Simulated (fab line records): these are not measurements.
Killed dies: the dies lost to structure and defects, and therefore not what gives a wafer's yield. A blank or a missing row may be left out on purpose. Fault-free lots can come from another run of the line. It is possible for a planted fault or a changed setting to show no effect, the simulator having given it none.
fab line records	flow sky130	part 1 of 2: steps 1 to 27 of 35
record lots=5	wafers=15	last_day=50
route steps=708 shown SD_N@343 SD_P@359 RES_XHIGH@360 SALICIDE@361 LI_CONTACT@362
lots with no fault: from the same line, run without faults
start_h: hours from the record's opening day to when the first of the lot's shown wafers began	wait_h: how many hours have passed since the lot's step before this one	" the same as in the row above	L1.1+2: a row that stands for several wafers	- no value, or no start was given	* or withheld: withheld	< > ~ a bound
route shown NAME@n: names a module that has steps shown in the file, with the first one's number in the route	usual: mean/standard deviation taken from wafers without a fault	same: alike in all rows	chamber/n: place in a boat	sites: readings site by site	_std_site: standard deviation of those values	_edge_site: inner sites' mean taken away from outer sites' mean	radius_mm: for every site, how far away it sits from the centre of the wafer	mask NAME#n: copy n	behind: the tool/chamber that last shaped the wafer	hold: cause of the lot's hold/its duration in hours/its outcome	device: the transistor (n, p or np) that didn't switch	end of line: tests of these same wafers at the route's end	where a step has no rows: the recipe by itself	killed: the dies lost at the first sort to structure and to defects; this is not the yield of the wafer	map: per-die view of a wafer (x killed, . not killed, _ where there is no die)
set.NAME: the setting the step ran with; set.NAME@STEP: the setting that earlier step ran with	model.NAME: the simulator's own value behind a step, which no gauge read
certain route steps with their lots: each step a table, each wafer a row
services: a tool's chamber out of use, with start hour (start_h, from the record's first day; less than 0 if before it), hours out, and reason
## steps
# step SKY_SD_N_HMDS_01
# recipe prime_time_s=60	prime_temp_c=120
# usual chill_plate_temp_C=23.00/0.1
# same prime_time_s=60
lot.wafer	tool	chamber	start_h	wait_h	chill_plate_temp_C
L075.4	litho_track-04	0	657.93	0.1	23.23
L075.5	"	0	"	"	23.00
L075.6	"	0	"	"	23.16
L077.1	litho_track-02	0	670.86	0.1	22.84
L077.2	"	0	"	"	22.87
L077.3	"	0	"	"	22.98
L082.1	litho_track-03	0	718.28	0.1	23.16
L082.2	"	0	"	"	23.04
L082.3	"	0	"	"	23.00
L083.1	litho_track-03	0	718.88	0.1	23.04
L083.2	"	0	"	"	23.12
L083.6	"	0	"	"	23.04
L095.3	litho_track-02	0	801.91	0.1	22.91
L095.5	"	0	"	"	22.80
L095.6	"	0	"	"	22.92
# step SKY_SD_N_COAT_02
# recipe resist=NOVOLAK	spin_rpm=3000	resist_thk_nm=1140
# usual chill_plate_temp_C=22.99/0.11
lot.wafer	tool	chamber	start_h	wait_h	chill_plate_temp_C
L075.4	litho_track-04	0	658.08	0.1	22.88
L075.5	"	0	"	"	22.93
L075.6	"	0	"	"	23.12
L077.1	litho_track-02	0	671.01	0.1	23.12
L077.2	"	0	"	"	22.95
L077.3	"	0	"	"	22.98
L082.1	litho_track-03	0	718.43	0.1	22.76
L082.2	"	0	"	"	22.90
L082.3	"	0	"	"	22.95
L083.1	litho_track-03	0	719.03	0.1	22.98
L083.2	"	0	"	"	23.03
L083.6	"	0	"	"	23.07
L095.3	litho_track-02	0	802.06	0.1	23.14
L095.5	"	0	"	"	23.22
L095.6	"	0	"	"	23.06
# step SKY_SD_N_SOFTBAKE_03
# recipe temp_c=90	time_s=60	resist=NOVOLAK
# usual chill_plate_temp_C=23.01/0.093	plate_temp_C=90.00/0.12
lot.wafer	tool	chamber	start_h	wait_h	chill_plate_temp_C	plate_temp_C
L075.4	litho_track-04	0	658.23	0.1	22.97	89.90
L075.5	"	0	"	"	23.09	90.02
L075.6	"	0	"	"	23.08	90.20
L077.1	litho_track-02	0	671.16	0.1	22.98	89.97
L077.2	"	0	"	"	23.10	89.89
L077.3	"	0	"	"	23.09	89.91
L082.1	litho_track-03	0	718.58	0.1	23.08	90.11
L082.2	"	0	"	"	23.05	90.02
L082.3	"	0	"	"	23.02	90.11
L083.1	litho_track-03	0	719.18	0.1	23.12	90.19
L083.2	"	0	"	"	23.07	90.07
L083.6	"	0	"	"	23.01	90.13
L095.3	litho_track-02	0	802.21	0.1	22.97	89.88
L095.5	"	0	"	"	22.94	90.06
L095.6	"	0	"	"	22.94	90.08
# step SKY_SD_N_EXPOSE_04
# recipe mask_id=NSDM	na=0.6	source_shape=conventional	sigma_outer=0.6	polarization=unpolarized	target_cd_nm=380	dose_mj=141
lot.wafer	tool	chamber	start_h	wait_h	mask
L075.4+5+6	iline_stepper-02	0	-	-	NSDM#0
L077.1+2+3	iline_stepper-02	0	-	-	NSDM#0
L082.1+2+3	iline_stepper-01	0	-	-	NSDM#0
L083.1+2+6	iline_stepper-01	0	-	-	NSDM#0
L095.3+5+6	iline_stepper-01	0	-	-	NSDM#0
# step SKY_SD_N_PEB_05
# recipe temp_c=withheld	time_s=*	resist=NOVOLAK
# usual chill_plate_temp_C=*
lot.wafer	tool	chamber	start_h	wait_h	chill_plate_temp_C
L075.4	litho_track-02	0	-	-	*
L075.5	"	0	"	"	*
L075.6	"	0	"	"	*
L077.1	litho_track-03	0	-	-	*
L077.2	"	0	"	"	*
L077.3	"	0	"	"	*
L082.1	litho_track-04	0	-	-	*
L082.2	"	0	"	"	*
L082.3	"	0	"	"	*
L083.1	litho_track-03	0	-	-	*
L083.2	"	0	"	"	*
L083.6	"	0	"	"	*
L095.3	litho_track-02	0	-	-	*
L095.5	"	0	"	"	*
L095.6	"	0	"	"	*
# step SKY_SD_N_DEVELOP_06
# recipe resist=NOVOLAK	developer=TMAH	develop_time_s=60	dev_temp_c=23
# usual chill_plate_temp_C=23.01/0.095
lot.wafer	tool	chamber	start_h	wait_h	chill_plate_temp_C
L075.4	litho_track-02	0	672.49	0.1	23.07
L075.5	"	0	"	"	22.95
L075.6	"	0	"	"	23.08
L077.1	litho_track-03	0	685.03	0.1	23.03
L077.2	"	0	"	"	23.02
L077.3	"	0	"	"	22.84
L082.1	litho_track-04	0	732.66	0.1	23.07
L082.2	"	0	"	"	23.08
L082.3	"	0	"	"	23.15
L083.1	litho_track-03	0	733.03	0.1	22.99
L083.2	"	0	"	"	22.95
L083.6	"	0	"	"	23.01
L095.3	litho_track-02	0	814.71	0.1	22.89
L095.5	"	0	"	"	22.98
L095.6	"	0	"	"	23.12
# step SKY_SD_N_CD_MEAS_07
# recipe target_cd_nm=380
# usual cd_nm=380.2/2.1
lot.wafer	tool	chamber	start_h	wait_h	cd_nm
L075.4	cd_sem-01	-	672.62	0.1	379.0
L075.5	"	-	"	"	378.4
L075.6	"	-	"	"	377.7
L077.1	cd_sem-01	-	685.18	0.1	379.7
L077.2	"	-	"	"	381.5
L077.3	"	-	"	"	380.2
L082.1	cd_sem-02	-	732.81	0.1	378.9
L082.2	"	-	"	"	378.6
L082.3	"	-	"	"	379.1
L083.1	cd_sem-01	-	733.18	0.1	382.4
L083.2	"	-	"	"	380.7
L083.6	"	-	"	"	382.5
L095.3	cd_sem-02	-	814.85	0.1	377.9
L095.5	"	-	"	"	381.3
L095.6	"	-	"	"	379.9
# step SKY_SD_N_OVL_MEAS_08
# usual SD_N_OVL=0.1/1.5
lot.wafer	tool	chamber	start_h	wait_h	SD_N_OVL[nm]
L075.4	overlay-01	-	672.70	0.1	-0.6
L075.5	"	-	"	"	-1.5
L075.6	"	-	"	"	-1.8
L077.1	overlay-01	-	685.30	0.1	-2.6
L077.2	"	-	"	"	-1.6
L077.3	"	-	"	"	-3.5
L082.1	overlay-02	-	732.93	0.1	0.8
L082.2	"	-	"	"	1.4
L082.3	"	-	"	"	2.1
L083.1	overlay-01	-	733.30	0.1	0.2
L083.2	"	-	"	"	1.1
L083.6	"	-	"	"	0.4
L095.3	overlay-01	-	814.95	0.1	-1.0
L095.5	"	-	"	"	-1.9
L095.6	"	-	"	"	-1.0
# step SKY_SD_N_IMPLANT_09
# recipe species=As	energy_kev=50	dose_cm2=4e+15	tilt_deg=0
lot.wafer	tool	chamber	start_h	wait_h
L075.4+5+6	implanter-02	0	672.80	0.1
L077.1+2+3	implanter-01	0	685.34	0.0
L082.1+2+3	implanter-02	0	732.97	0.0
L083.1+2+6	implanter-01	0	733.34	0.0
L095.3+5+6	implanter-01	0	815.02	0.1
# step SKY_SD_N_IMPLANT_10
# recipe species=P	energy_kev=20	dose_cm2=1e+14	tilt_deg=0
lot.wafer	tool	chamber	start_h	wait_h
L075.4+5+6	implanter-02	0	672.95	0.1
L077.1+2+3	implanter-01	0	685.49	0.1
L082.1+2+3	implanter-02	0	733.12	0.1
L083.1+2+6	implanter-01	0	733.49	0.1
L095.3+5+6	implanter-01	0	815.17	0.1
# step SKY_SD_N_STRIP_11
# recipe chemistry=O2/N2	power_w=1400	pressure_mtorr=1500	platen_temp_c=withheld	o2_flow_sccm=3000	n2_flow_sccm=300	overash_fraction=0.5
# usual chamber_pressure_mTorr=1499.9/1.4	drypump_motor_current_A=5.5/0.36	oes_product_au=0.527/0.0044	strip_time_to_endpoint_s=22.54/0.043
lot.wafer	tool	chamber	start_h	wait_h	chamber_pressure_mTorr	drypump_motor_current_A	oes_product_au	rf_hours_counter_h	strip_time_to_endpoint_s
L075.4	plasma_asher-03	1	673.05	0.1	1497.0	5.4	0.536	-	22.50
L075.5	"	1	"	"	1502.5	5.4	0.521	-	22.48
L075.6	"	0	"	"	1498.4	5.3	0.523	-	22.50
L077.1	plasma_asher-03	0	685.64	0.1	1498.8	5.2	0.524	25	22.56
L077.2	"	1	"	"	1499.2	5.4	0.527	25	22.59
L077.3	"	0	"	"	1498.2	5.3	0.526	-	22.61
L082.1	plasma_asher-01	0	733.27	0.1	1499.4	5.4	0.530	62	22.58
L082.2	"	1	"	"	1500.7	5.3	0.538	62	22.57
L082.3	"	1	"	"	1500.7	5.3	0.528	-	22.60
L083.1	plasma_asher-03	0	733.64	0.1	1500.1	5.3	0.521	29	22.59
L083.2	"	1	"	"	1501.4	5.4	0.525	29	22.63
L083.6	"	0	"	"	1499.6	5.3	0.527	-	22.57
L095.3	plasma_asher-02	0	815.30	0.1	1499.0	6.3	0.531	-	22.55
L095.5	"	1	"	"	1500.6	5.4	0.528	-	22.52
L095.6	"	0	"	"	1500.4	6.4	0.521	-	22.51
# step SKY_SD_N_TW_MEAS_12
# usual SD_N_TW=3922/24
lot.wafer	tool	chamber	start_h	wait_h	SD_N_TW
L075.4	film_metro-04	-	673.15	0.1	3941
L075.5	"	-	"	"	3967
L075.6	"	-	"	"	3964
L077.1	film_metro-02	-	685.74	0.1	3912
L077.2	"	-	"	"	3915
L077.3	"	-	"	"	3909
L082.1	film_metro-04	-	733.37	0.1	3941
L082.2	"	-	"	"	3943
L082.3	"	-	"	"	3955
L083.1	film_metro-04	-	733.74	0.1	3933
L083.2	"	-	"	"	3952
L083.6	"	-	"	"	3955
L095.3	film_metro-02	-	815.39	0.1	3899
L095.5	"	-	"	"	3903
L095.6	"	-	"	"	3891
# step SKY_SD_N_CLEAN_13
# recipe chemistry=SC1/SC2	mix=1:4:20	temp_c=70	time_s=150	dry=n2_spin
lot.wafer	tool	chamber	start_h	wait_h
L075.4+5+6	wet_bench-04	0	673.18	0.0
L077.1+2+3	wet_bench-04	2	685.80	0.1
L082.1+2+3	wet_bench-03	3	733.43	0.1
L083.1+2+6	wet_bench-01	2	733.80	0.1
L095.3+5+6	wet_bench-03	2	815.43	0.0
# step SKY_SD_N_RTA_14
# recipe temp_c=1075	time_s=2	idle_temp_c=650	ramp_up_c_per_s=150	ramp_down_c_per_s=90	ambient=N2
# usual anneal_temp_c_max=1082.5/1.7	lamp_power_pct=15.73/0.05	wafer_temp_C_max=1078.0/1.2
lot.wafer	tool	chamber	start_h	wait_h	anneal_temp_c_max	lamp_power_pct	wafer_temp_C_max
L075.4	rtp_anneal-02	0	673.26	0.0	1081.6	15.76	1076.4
L075.5	"	0	"	"	1083.5	15.88	1076.9
L075.6	"	0	"	"	1082.1	15.62	1078.0
L077.1	rtp_anneal-02	0	685.85	0.0	1079.5	15.83	1076.7
L077.2	"	0	"	"	1081.6	15.75	1078.7
L077.3	"	0	"	"	1079.9	15.78	1079.1
L082.1	rtp_anneal-01	0	733.48	0.0	1082.9	15.84	1075.0
L082.2	"	0	"	"	1082.3	15.75	1078.6
L082.3	"	0	"	"	1081.8	15.83	1078.7
L083.1	rtp_anneal-02	0	733.85	0.0	1081.7	15.71	1077.5
L083.2	"	0	"	"	1080.5	15.72	1078.2
L083.6	"	0	"	"	1082.2	15.73	1078.1
L095.3	rtp_anneal-01	0	815.50	0.0	1084.1	15.76	1078.0
L095.5	"	0	"	"	1085.1	15.73	1079.4
L095.6	"	0	"	"	1084.0	15.71	1077.5
# step SKY_SD_N_RS_MEAS_16
# recipe thk_meas_gauge=four-point-probe
# usual SD_N_RS=68.63/0.1
lot.wafer	tool	chamber	start_h	wait_h	SD_N_RS[ohm/sq]
L075.4	film_metro-02	-	673.46	0.1	68.63
L075.5	"	-	"	"	68.56
L075.6	"	-	"	"	68.62
L077.1	film_metro-01	-	686.02	0.1	68.64
L077.2	"	-	"	"	68.54
L077.3	"	-	"	"	68.59
L082.1	film_metro-01	-	733.65	0.1	68.64
L082.2	"	-	"	"	68.69
L082.3	"	-	"	"	68.55
L083.1	film_metro-04	-	734.02	0.1	68.55
L083.2	"	-	"	"	68.66
L083.6	"	-	"	"	68.44
L095.3	film_metro-01	-	815.69	0.1	68.74
L095.5	"	-	"	"	68.54
L095.6	"	-	"	"	68.77
# step SKY_SD_N_RS_MEAS_17
# recipe thk_meas_gauge=four-point-probe
# usual SD_P_RS=147.3/0.31
lot.wafer	tool	chamber	start_h	wait_h	SD_P_RS[ohm/sq]
L075.4	film_metro-02	-	673.58	0.1	147.2
L075.5	"	-	"	"	147.0
L075.6	"	-	"	"	147.1
L077.1	film_metro-01	-	686.14	0.1	146.9
L077.2	"	-	"	"	147.5
L077.3	"	-	"	"	147.8
L082.1	film_metro-01	-	733.77	0.1	147.2
L082.2	"	-	"	"	147.1
L082.3	"	-	"	"	147.1
L083.1	film_metro-04	-	734.14	0.1	147.2
L083.2	"	-	"	"	147.4
L083.6	"	-	"	"	147.1
L095.3	film_metro-01	-	815.81	0.1	147.4
L095.5	"	-	"	"	147.3
L095.6	"	-	"	"	148.0
# step SKY_SD_N_RS_MEAS_18
# recipe thk_meas_gauge=four-point-probe
# usual RES_XHIGH_RS=333.9/1.1
lot.wafer	tool	chamber	start_h	wait_h	RES_XHIGH_RS[ohm/sq]
L075.4	film_metro-02	-	673.70	0.1	334.1
L075.5	"	-	"	"	334.5
L075.6	"	-	"	"	333.5
L077.1	film_metro-01	-	686.26	0.1	333.7
L077.2	"	-	"	"	332.7
L077.3	"	-	"	"	332.7
L082.1	film_metro-01	-	733.89	0.1	333.7
L082.2	"	-	"	"	335.4
L082.3	"	-	"	"	334.1
L083.1	film_metro-04	-	734.26	0.1	335.1
L083.2	"	-	"	"	335.1
L083.6	"	-	"	"	335.4
L095.3	film_metro-01	-	815.93	0.1	332.2
L095.5	"	-	"	"	332.9
L095.6	"	-	"	"	333.5
# step SKY_SALICIDE_CLEAN_00
# recipe chemistry=HF-last	time_s=30	dilution=100:1	dry=ipa_marangoni
lot.wafer	tool	chamber	start_h	wait_h
L075.4+5+6	wet_bench-03	2	673.76	0.0
L077.1+2+3	wet_bench-02	2	686.38	0.1
L082.1+2+3	wet_bench-03	0	734.01	0.1
L083.1+2+6	wet_bench-01	1	734.38	0.1
L095.3+5+6	wet_bench-01	0	816.01	0.1
# step SKY_LI_CONTACT_HDPCVD_00
# recipe material=PSG	target_thk_nm=930	sigma_open_frac=0.3	time_s=155	temp_c=600	sih4_flow_sccm=60	pressure_mtorr=6
# usual sih4_flow_sccm=59.99/0.17
lot.wafer	tool	chamber	start_h	wait_h	sih4_flow_sccm
L075.4	hdpcvd-01	0	673.83	0.1	60.28
L075.5	"	1	"	"	60.07
L075.6	"	2	"	"	60.15
L077.1	hdpcvd-01	1	686.40	0.0	60.07
L077.2	"	2	"	"	59.68
L077.3	"	0	"	"	59.83
L082.1	hdpcvd-02	0	734.03	0.0	60.10
L082.2	"	1	"	"	59.73
L082.3	"	2	"	"	59.64
L083.1	hdpcvd-02	1	734.40	0.0	60.02
L083.2	"	0	"	"	60.00
L083.6	"	0	"	"	59.95
L095.3	hdpcvd-01	2	816.03	0.0	59.85
L095.5	"	0	"	"	59.75
L095.6	"	2	"	"	60.14
# step SKY_LI_CONTACT_THK_MEAS_01
# recipe reads=PSG_of_LI_CONTACT_HDPCVD_00
# usual LI_CONTACT_HDPCVD_THK=930/10
lot.wafer	tool	chamber	start_h	wait_h	LI_CONTACT_HDPCVD_THK[nm]
L075.4	film_metro-04	-	673.91	0.0	930
L075.5	"	-	"	"	931
L075.6	"	-	"	"	927
L077.1	film_metro-02	-	686.50	0.1	933
L077.2	"	-	"	"	928
L077.3	"	-	"	"	941
L082.1	film_metro-02	-	734.13	0.1	932
L082.2	"	-	"	"	923
L082.3	"	-	"	"	929
L083.1	film_metro-02	-	734.50	0.1	947
L083.2	"	-	"	"	950
L083.6	"	-	"	"	923
L095.3	film_metro-04	-	816.15	0.1	908
L095.5	"	-	"	"	912
L095.6	"	-	"	"	902
# step SKY_LI_CONTACT_CMP_02
# recipe material=PSG	down_force_psi=4	platen_rpm=60	pad_velocity_m_s=0.94248
# usual motor_current_A=12.0/1.2	time_to_endpoint_s=31.8/2.4
lot.wafer	tool	chamber	start_h	wait_h	motor_current_A	time_to_endpoint_s
L075.4	cmp-02	0	673.99	0.1	12.8	34.5
L075.6	"	3	"	"	11.2	33.9
L075.5	"	0	"	"	12.4	33.9
L077.2	cmp-02	0	686.66	0.1	12.5	32.7
L077.3	"	1	"	"	12.4	35.1
L077.1	"	3	"	"	11.9	31.3
L082.3	cmp-02	0	734.19	0.0	11.8	30.9
L082.2	"	1	"	"	12.1	29.0
L082.1	"	3	"	"	11.5	32.5
L083.1	cmp-01	1	734.56	0.1	12.7	33.5
L083.2	"	3	"	"	12.0	33.3
L083.6	"	2	"	"	9.0	32.4
L095.3	cmp-01	1	816.34	0.2	12.7	26.8
L095.6	"	2	"	"	9.4	30.1
L095.5	"	3	"	"	12.3	31.6
# step SKY_LI_CONTACT_BOW_MEAS_03
# recipe mode=bow
# usual LI_CONTACT_BOW=57/7.6
lot.wafer	tool	chamber	start_h	wait_h	LI_CONTACT_BOW[um]
L075.4	film_metro-01	-	674.30	0.3	56
L075.5	"	-	"	"	51
L075.6	"	-	"	"	56
L077.1	film_metro-04	-	686.96	0.1	55
L077.2	"	-	"	"	65
L077.3	"	-	"	"	63
L082.1	film_metro-04	-	734.49	0.1	59
L082.2	"	-	"	"	46
L082.3	"	-	"	"	54
L083.1	film_metro-04	-	734.86	0.2	54
L083.2	"	-	"	"	46
L083.6	"	-	"	"	48
L095.3	film_metro-01	-	816.53	0.1	46
L095.5	"	-	"	"	37
L095.6	"	-	"	"	46
# step SKY_LI_CONTACT_DEHYDRATE_04
# recipe temp_c=200	time_s=60
# usual chill_plate_temp_C=23.01/0.11	plate_temp_C=199.98/0.15
lot.wafer	tool	chamber	start_h	wait_h	chill_plate_temp_C	plate_temp_C
L075.4	litho_track-03	0	687.91	13.6	22.91	200.09
L075.5	"	0	"	"	23.20	199.89
L075.6	"	0	"	"	23.04	200.00
L077.1	litho_track-04	0	700.26	13.3	23.02	200.07
L077.2	"	0	"	"	23.09	200.14
L077.3	"	0	"	"	22.95	200.10
L082.1	litho_track-01	0	747.28	12.8	22.96	200.03
L082.2	"	0	"	"	22.93	199.88
L082.3	"	0	"	"	22.88	199.99
L083.1	litho_track-01	0	748.08	13.2	23.27	200.05
L083.2	"	0	"	"	23.06	200.09
L083.6	"	0	"	"	23.20	200.02
L095.3	litho_track-04	0	829.86	13.3	23.12	199.86
L095.5	"	0	"	"	22.97	199.87
L095.6	"	0	"	"	23.02	200.02
# step SKY_LI_CONTACT_HMDS_05
# recipe prime_time_s=60	prime_temp_c=120
# usual chill_plate_temp_C=22.99/0.12
# same prime_time_s=60
lot.wafer	tool	chamber	start_h	wait_h	chill_plate_temp_C
L075.4	litho_track-03	0	688.06	0.1	22.83
L075.5	"	0	"	"	23.14
L075.6	"	0	"	"	23.01
L077.1	litho_track-04	0	700.41	0.1	22.79
L077.2	"	0	"	"	22.84
L077.3	"	0	"	"	22.90
L082.1	litho_track-01	0	747.43	0.1	22.96
L082.2	"	0	"	"	22.94
L082.3	"	0	"	"	23.04
L083.1	litho_track-01	0	748.23	0.1	22.93
L083.2	"	0	"	"	23.00
L083.6	"	0	"	"	22.88
L095.3	litho_track-04	0	830.01	0.1	22.90
L095.5	"	0	"	"	22.92
L095.6	"	0	"	"	23.01
# step SKY_LI_CONTACT_COAT_06
# recipe resist=BARC	temp_c=withheld	time_s=withheld	spin_rpm=3000	resist_thk_nm=60
# usual chill_plate_temp_C=*
lot.wafer	tool	chamber	start_h	wait_h	chill_plate_temp_C
L075.4	litho_track-03	0	688.21	0.1	*
L075.5	"	0	"	"	*
L075.6	"	0	"	"	*
L077.1	litho_track-04	0	700.56	0.1	*
L077.2	"	0	"	"	*
L077.3	"	0	"	"	*
L082.1	litho_track-01	0	747.58	0.1	*
L082.2	"	0	"	"	*
L082.3	"	0	"	"	*
L083.1	litho_track-01	0	748.38	0.1	*
L083.2	"	0	"	"	*
L083.6	"	0	"	"	*
L095.3	litho_track-04	0	830.16	0.1	*
L095.5	"	0	"	"	*
L095.6	"	0	"	"	*
# step SKY_LI_CONTACT_COAT_07
# recipe resist=KrF-thick	spin_rpm=3000	resist_thk_nm=450
# usual chill_plate_temp_C=22.98/0.11
lot.wafer	tool	chamber	start_h	wait_h	chill_plate_temp_C
L075.4	litho_track-03	0	-	-	23.22
L075.5	"	0	"	"	23.26
L075.6	"	0	"	"	23.24
L077.1	litho_track-04	0	-	-	23.10
L077.2	"	0	"	"	23.15
L077.3	"	0	"	"	23.23
L082.1	litho_track-01	0	-	-	22.96
L082.2	"	0	"	"	23.01
L082.3	"	0	"	"	22.92
L083.1	litho_track-01	0	-	-	22.97
L083.2	"	0	"	"	23.01
L083.6	"	0	"	"	23.12
L095.3	litho_track-04	0	-	-	22.85
L095.5	"	0	"	"	22.96
L095.6	"	0	"	"	23.13
# step SKY_LI_CONTACT_SOFTBAKE_08
# recipe temp_c=100	time_s=90	resist=KrF-thick
# usual chill_plate_temp_C=23.01/0.1	plate_temp_C=100.01/0.12
lot.wafer	tool	chamber	start_h	wait_h	chill_plate_temp_C	plate_temp_C
L075.4	litho_track-03	0	-	-	23.14	99.74
L075.5	"	0	"	"	23.03	99.88
L075.6	"	0	"	"	23.09	100.02
L077.1	litho_track-04	0	-	-	23.02	100.06
L077.2	"	0	"	"	23.04	100.13
L077.3	"	0	"	"	23.14	100.15
L082.1	litho_track-01	0	-	-	22.91	100.02
L082.2	"	0	"	"	22.93	100.05
L082.3	"	0	"	"	22.98	99.99
L083.1	litho_track-01	0	-	-	23.04	100.00
L083.2	"	0	"	"	22.93	99.89
L083.6	"	0	"	"	22.79	99.96
L095.3	litho_track-04	0	-	-	22.99	100.21
L095.5	"	0	"	"	23.05	100.24
L095.6	"	0	"	"	22.97	99.87
